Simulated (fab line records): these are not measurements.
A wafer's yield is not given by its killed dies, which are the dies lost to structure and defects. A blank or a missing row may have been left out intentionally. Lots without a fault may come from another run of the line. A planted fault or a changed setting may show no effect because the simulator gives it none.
Chamber matching	flow gf180mcu	3 sister chambers for GF_V1_CVD_02 on pecvd-03
The step deposits SiO2 from TEOS, target thk 850 nm, time 94.851 s. 3 wafers are shown with their chamber, then 8 later ones without.

WAFERS PAIRED WITH THEIR CHAMBERS
wafer	chamber	heater power w (W)
L592.3	1	814
L593.4	0	765
L594.1	2	484

WAFERS WHOSE CHAMBER IS MISSING
wafer	heater power w (W)
L594.2	762
L594.4	813
L597.1	424
L597.3	757
L597.4	791
L606.1	708
L606.3	615
L606.5	691

EACH ONE'S CHAMBER
wafer	from the rows above	in truth
L594.2	can't be placed: 0 or 1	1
L594.4	can't be placed: 1 or 0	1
L597.1	2	2
L597.3	can't be placed: 0 or 1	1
L597.4	can't be placed: 1 or 0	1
L606.1	can't be placed: 0 or 1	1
L606.3	can't be placed: 2 or 0 or 1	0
L606.5	can't be placed: 0 or 1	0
Correctly placed: 1 of 8. Can't be placed from these rows: 7 (the true chamber is among the candidates in 7). Number placed wrongly: 0.
How it was worked out, from the rows above alone: a wafer's distance from a chamber is the root of the sum, over the readings, of the square of ((its reading less the chamber's mean) divided by the reading's scatter). The wafer belongs to the nearest chamber; if the next one is less than 2 further off, it can't be placed. A chamber's mean is the mean of its shown wafers. The scatter: with one shown wafer a chamber, the root of the mean of the squares of how far each hidden wafer lies from its nearest shown one.
